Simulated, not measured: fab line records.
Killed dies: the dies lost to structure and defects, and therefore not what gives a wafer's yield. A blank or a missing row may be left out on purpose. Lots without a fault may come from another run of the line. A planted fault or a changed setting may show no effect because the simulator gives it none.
fab line records    flow sky130
record lots=12  wafers=36  last-day=50
route steps=708 shown CAPM@537 VIA3@593 VIA4@656 PASSIVATION@684 PAD_OPEN@708
lots with no fault: from the same line, run without faults
start-h: start of the lot's first displayed wafer, in hours after the record's first day    wait-h: hours since the lot's step before    " unchanged from the row above    L1.1+2: one row covering several wafers at once    - no value, or no start given    * or withheld: withheld    < > ~ a bound
route shown NAME@n: names a module that has steps shown in the file, with the first one's number in the route    usual: the fault-free wafers' mean and standard deviation    same: alike in all rows    chamber/n: place in a boat    sites: the reading at each site    _std_site: how widely they spread, as a standard deviation    _edge_site: outer sites' mean less inner sites'    radius-mm: how far each site lies from the wafer's centre    mask NAME#n: copy n    behind: the last tool/chamber to shape the wafer    hold: why the lot was held/for how many hours/how that ended    device: names the non-switching transistor (n, p or np)    end of line: at the end of the route, the tests of the same wafers    a step with no rows: only its recipe    killed: dies lost to structure and defects at the first sort, not the wafer's yield    map: dies across one wafer; x = killed, . = not, _ = none there
set.NAME: the setting as run; set.NAME@STEP: as run at that earlier step    model.NAME: the simulator's own value behind a step, which no gauge read
route steps across a sampled set of lots; one table per step, one row per wafer
services: a tool's chamber out of use, with start hour (start-h, from the record's first day; less than 0 if before it), hours out, and reason
## steps
# step SKY_CAPM_CVD_00
# recipe material=SiO2  target-thk-nm=15.5  temp-c=400  time-s=withheld  rf-w=450
# usual heater-power-w=713/73
lot.wafer  tool      chamber  start-h  wait-h  heater-power-w
L649.2     pecvd-03  0        880.54   0.0     737
L649.4     "         2        "        "       681
L649.5     "         0        "        "       736
L651.4     pecvd-02  1        881.90   0.0     623
L651.5     "         0        "        "       836
L651.6     "         1        "        "       623
L650.1     pecvd-04  1        885.03   0.0     720
L650.2     "         2        "        "       739
L650.6     "         2        "        "       746
L653.1     pecvd-02  0        896.51   0.0     691
L653.5     "         2        "        "       669
L653.6     "         1        "        "       612
L655.3     pecvd-04  0        908.35   0.0     655
L655.4     "         0        "        "       671
L655.6     "         1        "        "       761
L656.1     pecvd-03  1        913.00   0.0     827
L656.2     "         0        "        "       701
L656.4     "         0        "        "       704
L657.2     pecvd-03  1        928.52   0.0     802
L657.4     "         0        "        "       713
L657.6     "         2        "        "       681
L659.2     pecvd-02  0        942.31   0.0     751
L659.4     "         0        "        "       716
L659.5     "         1        "        "       669
L661.2     pecvd-03  0        943.91   0.0     735
L661.3     "         2        "        "       627
L661.6     "         2        "        "       632
L665.3     pecvd-03  0        977.26   0.0     631
L665.5     "         2        "        "       606
L665.6     "         0        "        "       640
L666.2     pecvd-02  2        988.20   0.0     647
L666.5     "         0        "        "       765
L666.6     "         1        "        "       614
L671.3     pecvd-02  0        1013.73  0.0     761
L671.4     "         0        "        "       770
L671.5     "         0        "        "       777
# step SKY_VIA3_SPUTTER_20
# recipe material=TiN  target-thk-nm=20  chamber-pressure-pa=5  power-w=4000  time-s=80
# usual cathode-dc-power-W=4000.0/0.83  chamber-pressure-pa=5.000/0.0098  throttle-valve-pct=29.9/1.2
lot.wafer  tool            chamber  start-h  wait-h  cathode-dc-power-W  chamber-pressure-pa  throttle-valve-pct
L649.2     pvd-sputter-03  -        957.66   0.0     3999.3              5.012                30.2
L649.4     "               -        "        "       4000.2              4.982                30.2
L649.5     "               -        "        "       3999.6              5.015                29.6
L651.4     pvd-sputter-01  -        960.20   0.0     4000.1              4.997                29.9
L651.5     "               -        "        "       4000.8              4.986                28.5
L651.6     "               -        "        "       3999.1              5.002                30.3
L650.1     pvd-sputter-03  -        963.54   0.0     3999.1              5.000                30.0
L650.2     "               -        "        "       3999.9              5.017                27.7
L650.6     "               -        "        "       3999.6              4.994                29.8
L653.1     pvd-sputter-04  -        972.77   0.0     3998.2              5.012                30.3
L653.5     "               -        "        "       4000.1              4.992                32.6
L653.6     "               -        "        "       4000.1              4.995                29.6
L655.3     pvd-sputter-03  -        984.77   0.0     4000.3              5.016                30.0
L655.4     "               -        "        "       3999.5              4.996                30.0
L655.6     "               -        "        "       3999.3              5.014                30.2
L656.1     pvd-sputter-03  -        988.33   0.0     3998.2              5.003                27.9
L656.2     "               -        "        "       4001.3              4.996                29.8
L656.4     "               -        "        "       4000.2              5.004                29.8
L657.2     pvd-sputter-04  -        1004.22  0.0     4001.0              5.007                32.4
L657.4     "               -        "        "       4000.7              5.009                30.4
L657.6     "               -        "        "       3999.5              4.999                29.6
L659.2     pvd-sputter-04  -        1016.96  0.0     4000.8              5.004                29.9
L659.4     "               -        "        "       4000.2              4.981                32.8
L659.5     "               -        "        "       3999.4              5.012                29.6
L661.2     pvd-sputter-03  -        1019.08  0.0     4000.0              4.999                27.7
L661.3     "               -        "        "       3999.4              4.998                29.8
L661.6     "               -        "        "       4001.5              4.995                29.6
L665.3     pvd-sputter-01  -        1049.04  0.0     3999.9              5.001                31.9
L665.5     "               -        "        "       4000.4              5.006                28.7
L665.6     "               -        "        "       4001.1              5.003                30.5
L666.2     pvd-sputter-03  -        1060.80  0.0     4000.4              5.007                29.6
L666.5     "               -        "        "       4001.3              4.996                29.7
L666.6     "               -        "        "       4000.3              5.013                27.6
L671.3     pvd-sputter-04  -        1083.68  0.0     3999.9              4.988                30.5
L671.4     "               -        "        "       4000.0              4.989                29.7
L671.5     "               -        "        "       4000.1              5.006                32.6
# step SKY_VIA4_SPUTTER_17
# recipe material=TiN  target-thk-nm=20  chamber-pressure-pa=5  power-w=4000  time-s=80
# usual cathode-dc-power-W=4000.0/0.68  chamber-pressure-pa=4.999/0.0079  throttle-valve-pct=29.9/1.2
lot.wafer  tool            chamber  start-h  wait-h  cathode-dc-power-W  chamber-pressure-pa  throttle-valve-pct
L651.4     pvd-sputter-02  -        1041.72  0.0     4000.8              5.012                29.6
L651.5     "               -        "        "       4001.1              4.998                29.9
L651.6     "               -        "        "       4000.1              5.010                30.1
L649.2     pvd-sputter-04  -        1042.06  0.0     4000.1              4.995                29.7
L649.4     "               -        "        "       3999.9              5.014                32.5
L649.5     "               -        "        "       4000.3              5.001                29.2
L650.1     pvd-sputter-03  -        1042.36  0.0     4000.5              4.998                30.1
L650.2     "               -        "        "       4000.1              5.000                27.7
L650.6     "               -        "        "       3999.3              5.007                30.0
L653.1     pvd-sputter-03  -        1045.68  0.0     4000.5              4.994                29.9
L653.5     "               -        "        "       3999.5              5.005                30.1
L653.6     "               -        "        "       4000.2              5.002                29.8
L655.3     pvd-sputter-02  -        1057.27  0.0     4000.6              4.998                29.7
L655.4     "               -        "        "       3999.4              4.993                30.2
L655.6     "               -        "        "       4000.5              4.989                29.7
L656.1     pvd-sputter-04  -        1061.23  0.0     3999.1              5.009                30.3
L656.2     "               -        "        "       3999.8              4.987                29.0
L656.4     "               -        "        "       3999.9              5.002                33.0
L657.2     pvd-sputter-03  -        1075.18  0.0     4001.9              5.002                27.9
L657.4     "               -        "        "       4001.5              5.003                29.8
L657.6     "               -        "        "       4001.4              4.998                30.2
L659.2     pvd-sputter-04  -        1087.88  0.0     -                   -                    -
L659.4     "               -        "        "       -                   -                    -
L659.5     "               -        "        "       -                   -                    -
L661.2     pvd-sputter-02  -        1088.48  0.0     -                   -                    -
L661.3     "               -        "        "       -                   -                    -
L661.6     "               -        "        "       -                   -                    -
L665.3     pvd-sputter-02  -        1116.79  0.0     3999.9              5.002                28.7
L665.5     "               -        "        "       3999.1              4.991                29.9
L665.6     "               -        "        "       3999.2              4.999                31.1
L666.2     pvd-sputter-02  -        1123.48  0.0     3998.8              5.004                28.6
L666.5     "               -        "        "       3998.5              5.004                31.0
L666.6     "               -        "        "       3998.5              5.003                30.0
L671.3     pvd-sputter-02  -        1148.17  0.0     3999.8              4.992                29.9
L671.4     "               -        "        "       3998.0              4.994                30.9
L671.5     "               -        "        "       4000.1              5.003                28.5
# step SKY_PASSIVATION_THK_MEAS_03
# recipe reads=Si3N4_of_PASSIVATION_CVD_02
# usual PASSIVATION_CVD_02_THK=536/7.4
lot.wafer  tool           chamber  start-h  wait-h  PASSIVATION_CVD_02_THK[nm]
L651.4     film-metro-03  -        1066.06  -       545
L651.5     "              -        "        "       541
L651.6     "              -        "        "       538
L649.2     film-metro-02  -        1066.37  -       531
L649.4     "              -        "        "       541
L649.5     "              -        "        "       534
L650.1     film-metro-03  -        1066.70  -       533
L650.2     "              -        "        "       528
L650.6     "              -        "        "       539
L653.1     film-metro-04  -        1070.13  -       532
L653.5     "              -        "        "       540
L653.6     "              -        "        "       536
L655.3     film-metro-04  -        1080.94  -       530
L655.4     "              -        "        "       540
L655.6     "              -        "        "       536
L656.1     film-metro-02  -        1085.05  -       527
L656.2     "              -        "        "       527
L656.4     "              -        "        "       536
L657.2     film-metro-02  -        1095.90  -       541
L657.4     "              -        "        "       550
L657.6     "              -        "        "       552
L665.3     film-metro-04  -        1138.38  -       530
L665.5     "              -        "        "       540
L665.6     "              -        "        "       541
L666.2     film-metro-02  -        1144.37  -       529
L666.5     "              -        "        "       536
L666.6     "              -        "        "       540
L671.3     film-metro-04  -        1165.47  -       540
L671.4     "              -        "        "       538
L671.5     "              -        "        "       548
# step SKY_PAD_OPEN_PROBE_99
# usual defect-limited-yield=82.9/1.8  killed_at_M0_to_M3=42/7.2  killed_at_M4_up=3.2/1.8  killed-at-contacts=24/5.4  killed-at-front-end=15/4  killed-at-other=0.3/0.59  killed-dies=84/9  killed-on-rim=17/3.3  killed-open=46/7.1  killed-short=38/6  sort_bin_3_pad_short=0.8/0.41  sort_bin_5_function=10.1/1.3  sort_bin_6_memory=6.3/1.2  sort-n-pass=408/9  sort-yield-pct=82.9/1.8
# same gross-dies=492  killed-at-back-side=0  sort_bin_4_leakage[%]=0  sort_bin_8_speed[%]=0
lot.wafer  tool       chamber  start-h  wait-h  defect-limited-yield[%]  killed_at_M0_to_M3  killed_at_M4_up  killed-at-contacts  killed-at-front-end  killed-at-other  killed-dies  killed-on-rim  killed-open  killed-short  sort_bin_3_pad_short[%]  sort_bin_5_function[%]  sort_bin_6_memory[%]  sort-n-pass  sort-yield-pct[%]
L651.4     prober-02  -        1108.59  0.2     80.7                     50                  6                29                  10                   0                95           23             50           45            1.4                      11.2                    6.7                   397          80.7
L651.5     prober-02  -        1108.64  0.2     80.1                     47                  5                26                  20                   0                98           18             50           48            1.0                      10.2                    8.7                   394          80.1
L651.6     prober-02  -        1108.69  0.2     80.1                     50                  0                34                  13                   1                98           15             56           42            0.8                      11.0                    8.1                   394          80.1
L650.1     prober-02  -        1109.94  0.1     82.9                     41                  0                26                  17                   0                84           17             49           35            1.8                      8.9                     6.3                   408          82.9
L650.2     prober-02  -        1109.99  0.1     77.4                     47                  3                40                  21                   0                111          20             60           51            0.8                      12.8                    8.9                   381          77.4
L650.6     prober-02  -        1110.19  0.2     82.3                     51                  2                23                  11                   0                87           20             45           40            0.8                      10.6                    6.3                   405          82.3
L655.3     prober-02  -        1127.16  0.2     83.3                     35                  6                24                  17                   0                82           15             45           37            0.6                      10.6                    5.5                   410          83.3
L655.4     prober-02  -        1127.21  0.2     85.6                     38                  4                15                  14                   0                71           13             46           25            0.4                      9.3                     4.7                   421          85.6
L655.6     prober-02  -        1127.31  0.2     84.1                     36                  5                23                  14                   0                78           19             43           35            1.2                      10.4                    4.3                   414          84.1
L657.2     prober-02  -        1137.97  0.1     81.7                     45                  3                28                  12                   2                90           21             44           46            0.6                      12.4                    5.3                   402          81.7
L657.4     prober-02  -        1138.07  0.2     80.3                     53                  5                22                  17                   0                97           17             51           46            1.2                      11.6                    6.9                   395          80.3
L657.6     prober-02  -        1138.17  0.2     83.3                     41                  3                25                  13                   0                82           13             52           30            0.8                      8.9                     6.9                   410          83.3
L659.2     prober-02  -        1154.67  0.1     0                        34                  418              24                  15                   1                492          96             36           41            1.4                      93.5                    5.1                   0            0
L659.4     prober-02  -        1154.77  0.2     0                        55                  406              19                  12                   0                492          96             43           46            0.8                      91.1                    8.1                   0            0
L659.5     prober-02  -        1154.82  0.2     0                        53                  394              24                  21                   0                492          96             57           43            0.4                      91.5                    8.1                   0            0
L661.2     prober-01  -        1154.83  0.1     0                        45                  404              26                  17                   0                492          96             53           37            0.8                      90.0                    9.1                   0            0
L661.3     prober-01  -        1154.88  0.2     0                        54                  386              35                  15                   2                492          96             53           56            0.8                      89.2                    10.0                  0            0
L661.6     prober-01  -        1155.03  0.2     0                        50                  409              22                  11                   0                492          96             56           30            0.4                      94.5                    5.1                   0            0
L665.3     prober-02  -        1176.18  0.2     82.1                     54                  3                13                  17                   1                88           20             45           43            1.0                      10.4                    6.5                   404          82.1
L665.5     prober-02  -        1176.28  0.2     85.0                     25                  7                30                  12                   0                74           14             38           36            0.6                      9.1                     5.3                   418          85.0
L665.6     prober-02  -        1176.33  0.2     82.1                     41                  1                31                  15                   0                88           26             49           39            1.4                      8.1                     8.3                   404          82.1
L666.2     prober-01  -        1180.45  0.1     79.3                     61                  1                25                  15                   0                102          21             69           33            0.6                      11.6                    8.5                   390          79.3
L666.5     prober-01  -        1180.60  0.2     83.1                     31                  8                26                  18                   0                83           11             56           27            0.4                      9.6                     6.9                   409          83.1
L666.6     prober-01  -        1180.65  0.2     79.9                     48                  1                36                  14                   0                99           24             56           43            1.0                      11.6                    7.5                   393          79.9
# killed by level:class
L651.4 CONTACT:geometric-particle:open=16 METAL1:geometric-particle:short=10 VIA1:geometric-particle:open=9 VIA3:geometric-particle:open=8 METAL2:geometric-particle:short=7 LI_CONTACT:geometric-particle:short=5 VIA3:geometric-particle:short=5 METAL4:geometric-particle:short=4
L651.5 VIA1:geometric-particle:open=13 CONTACT:geometric-particle:open=10 FIELD_ISO:geometric-particle:short=7 VIA3:geometric-particle:open=7 METAL2:geometric-particle:short=6 METAL3:geometric-particle:short=6 LOCAL_INTERCONNECT:geometric-particle:short=5 POLY_GATE:geometric-particle:open=5
L651.6 VIA1:geometric-particle:open=14 CONTACT:geometric-particle:open=9 METAL2:geometric-particle:short=9 VIA2:geometric-particle:open=8 LI_CONTACT:geometric-particle:open=7 FIELD_ISO:geometric-particle:open=6 LOCAL_INTERCONNECT:geometric-particle:short=6 LI_CONTACT:geometric-particle:short=5
L650.1 VIA3:geometric-particle:open=9 VIA1:geometric-particle:open=9 CONTACT:geometric-particle:open=8 METAL2:geometric-particle:short=6 VIA2:geometric-particle:open=6 FIELD_ISO:geometric-particle:short=5 LI_CONTACT:geometric-particle:open=5 LOCAL_INTERCONNECT:geometric-particle:short=5
L650.2 CONTACT:geometric-particle:open=15 VIA2:geometric-particle:open=9 LI_CONTACT:geometric-particle:open=8 VIA1:geometric-particle:short=7 POLY_GATE:geometric-particle:short=6 LOCAL_INTERCONNECT:geometric-particle:short=6 VIA1:geometric-particle:open=6 VIA3:geometric-particle:open=6
L650.6 VIA1:geometric-particle:open=16 LI_CONTACT:geometric-particle:open=7 LOCAL_INTERCONNECT:geometric-particle:short=6 METAL2:geometric-particle:short=6 CONTACT:geometric-particle:open=5 VIA3:geometric-particle:open=5 VIA1:geometric-particle:short=5 VIA3:geometric-particle:short=4
L655.3 CONTACT:geometric-particle:open=10 VIA1:geometric-particle:open=9 VIA2:geometric-particle:open=8 POLY_GATE:geometric-particle:open=6 CONTACT:geometric-particle:short=6 FIELD_ISO:geometric-particle:open=4 LI_CONTACT:geometric-particle:open=4 LOCAL_INTERCONNECT:geometric-particle:short=4
L655.4 VIA1:geometric-particle:open=15 CONTACT:geometric-particle:open=7 FIELD_ISO:geometric-particle:open=5 VIA3:geometric-particle:open=5 LI_CONTACT:geometric-particle:open=4 METAL1:geometric-particle:short=4 POLY_GATE:geometric-particle:open=3 POLY_GATE:geometric-particle:short=3
L655.6 CONTACT:geometric-particle:open=12 VIA3:geometric-particle:open=9 VIA2:geometric-particle:open=7 LI_CONTACT:geometric-particle:open=5 METAL4:geometric-particle:short=5 POLY_GATE:geometric-particle:short=4 FIELD_ISO:geometric-particle:short=4 VIA1:geometric-particle:short=4
L657.2 VIA3:geometric-particle:open=8 CONTACT:geometric-particle:open=7 CONTACT:geometric-particle:short=7 VIA1:geometric-particle:open=7 POLY_GATE:geometric-particle:short=6 LI_CONTACT:geometric-particle:open=6 METAL2:geometric-particle:short=6 VIA2:geometric-particle:open=6
L657.4 VIA1:geometric-particle:open=12 CONTACT:geometric-particle:open=9 VIA2:geometric-particle:open=7 FIELD_ISO:geometric-particle:short=5 CONTACT:geometric-particle:short=5 METAL1:geometric-particle:short=5 METAL3:geometric-particle:short=5 VIA3:geometric-particle:open=5
L657.6 VIA1:geometric-particle:open=11 LI_CONTACT:geometric-particle:open=8 CONTACT:geometric-particle:open=8 VIA3:geometric-particle:open=7 FIELD_ISO:geometric-particle:open=6 METAL1:geometric-particle:short=6 VIA2:geometric-particle:open=6 CONTACT:geometric-particle:short=5
L659.2 VIA4:area-sputter=414 VIA1:geometric-particle:open=8 POLY_GATE:geometric-particle:short=7 CONTACT:geometric-particle:short=6 CONTACT:geometric-particle:open=6 VIA1:geometric-particle:short=6 LI_CONTACT:geometric-particle:open=5 LOCAL_INTERCONNECT:geometric-particle:short=4
L659.4 VIA4:area-sputter=403 VIA1:geometric-particle:open=19 METAL1:geometric-particle:short=6 METAL2:geometric-particle:short=5 CONTACT:geometric-particle:open=5 CONTACT:geometric-particle:short=5 VIA1:geometric-particle:short=5 VIA2:geometric-particle:open=5
L659.5 VIA4:area-sputter=392 VIA1:geometric-particle:open=17 VIA1:geometric-particle:short=8 POLY_GATE:geometric-particle:short=7 FIELD_ISO:geometric-particle:open=6 LI_CONTACT:geometric-particle:open=6 LOCAL_INTERCONNECT:geometric-particle:short=6 VIA2:geometric-particle:open=5
L661.2 VIA4:area-sputter=402 VIA1:geometric-particle:open=10 VIA3:geometric-particle:open=10 CONTACT:geometric-particle:open=8 CONTACT:geometric-particle:short=6 VIA1:geometric-particle:short=6 LI_CONTACT:geometric-particle:open=5 METAL1:geometric-particle:short=5
L661.3 VIA4:area-sputter=382 VIA1:geometric-particle:open=11 CONTACT:geometric-particle:open=10 VIA2:geometric-particle:open=9 LOCAL_INTERCONNECT:geometric-particle:short=7 CONTACT:geometric-particle:short=7 METAL3:geometric-particle:short=7 POLY_GATE:geometric-particle:open=6
L661.6 VIA4:area-sputter=406 VIA1:geometric-particle:open=18 CONTACT:geometric-particle:open=8 VIA3:geometric-particle:open=8 LI_CONTACT:geometric-particle:open=7 VIA2:geometric-particle:open=6 FIELD_ISO:geometric-particle:short=4 VIA2:geometric-particle:short=4
L665.3 VIA1:geometric-particle:open=11 VIA2:geometric-particle:open=9 POLY_GATE:geometric-particle:short=8 VIA3:geometric-particle:open=8 METAL1:geometric-particle:short=7 LI_CONTACT:geometric-particle:open=6 METAL2:geometric-particle:short=6 METAL3:geometric-particle:short=6
L665.5 CONTACT:geometric-particle:open=13 LI_CONTACT:geometric-particle:open=8 METAL4:geometric-particle:short=5 VIA1:geometric-particle:short=5 VIA1:geometric-particle:open=5 METAL3:geometric-particle:short=5 POLY_GATE:geometric-particle:short=4 LOCAL_INTERCONNECT:geometric-particle:short=4
L665.6 LI_CONTACT:geometric-particle:open=11 CONTACT:geometric-particle:short=8 METAL2:geometric-particle:short=7 VIA1:geometric-particle:open=6 VIA3:geometric-particle:open=6 LOCAL_INTERCONNECT:geometric-particle:short=5 CONTACT:geometric-particle:open=5 VIA2:geometric-particle:open=5
L666.2 VIA1:geometric-particle:open=18 LI_CONTACT:geometric-particle:open=12 VIA3:geometric-particle:open=9 CONTACT:geometric-particle:open=8 VIA2:geometric-particle:open=7 METAL1:geometric-particle:short=7 VIA1:geometric-particle:short=6 METAL2:geometric-particle:short=6
L666.5 LI_CONTACT:geometric-particle:open=8 VIA1:geometric-particle:open=8 CONTACT:geometric-particle:open=7 VIA3:geometric-particle:open=7 METAL4:geometric-particle:short=6 VIA2:geometric-particle:open=6 POLY_GATE:geometric-particle:open=5 FIELD_ISO:geometric-particle:open=4
L666.6 CONTACT:geometric-particle:open=17 VIA1:geometric-particle:open=13 METAL2:geometric-particle:short=8 LI_CONTACT:geometric-particle:open=7 CONTACT:geometric-particle:short=6 VIA3:geometric-particle:open=6 METAL3:geometric-particle:short=5 FIELD_ISO:geometric-particle:open=4
## services
tool            chamber  start-h  hours  kind
pvd-sputter-04  -        878.41   0.5    repair
pecvd-02        2        879.86   2.1    scheduled-down
pvd-sputter-02  -        891.42   2.8    repair
pecvd-02        -        893.40   0.3    repair
pecvd-03        -        898.30   1.2    repair
pecvd-03        2        932.57   5.5    scheduled-down
pvd-sputter-03  -        939.44   8.1    repair
pecvd-02        0        949.64   2.1    scheduled-down
pecvd-02        2        958.41   5.5    scheduled-down
pvd-sputter-02  -        975.52   0.5    repair
pecvd-03        -        985.38   6.0    pm
pvd-sputter-01  -        986.81   5.0    repair
pvd-sputter-01  -        994.27   3.0    repair
pecvd-02        1        999.38   -      clean
pvd-sputter-01  -        1001.47  4.3    repair
pecvd-02        -        1007.01  1.2    repair
pecvd-02        -        1007.50  2.3    repair
pecvd-02        2        1009.32  5.7    repair
pvd-sputter-02  -        1011.14  3.4    repair
pvd-sputter-01  -        1026.42  1.4    repair
pvd-sputter-01  -        1061.81  15.0   repair
pecvd-02        2        1100.64  5.3    repair
pvd-sputter-04  -        1122.24  18.3   repair
pvd-sputter-02  -        1144.05  1.5    repair
## key
first-sign step=SKY_VIA4_SPUTTER_17  reading=tool-record  direction=missing
effect step=SKY_PAD_OPEN_PROBE_99  reading=killed_at_M4_up  direction=up  sigmas=99+  usual=3.2  struck=402.8
more-kills-born-at SKY_VIA4_SPUTTER_17@pvd-sputter-04=1209  SKY_VIA4_SPUTTER_17@pvd-sputter-02=1190
met-at SKY_VIA4_SPUTTER_17
struck-lots L659,L661
later-rows-left-out L659.2,L659.4,L659.5,L661.2,L661.3,L661.6
not-acting-at SKY_CAPM_CVD_00,SKY_VIA3_SPUTTER_20,SKY_PASSIVATION_THK_MEAS_03
onset-between 1061.23 1087.88
fault kind=skipped-step-whole  tool=pvd-sputter-02,pvd-sputter-04  chamber=-  onset-h=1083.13  steps=SKY_VIA4_SPUTTER_17  scope=struck-lots-only
# later-rows-left-out: the simulator's readings of these wafers behind a module that went badly wrong aren't trusted and aren't shown, but for the sort
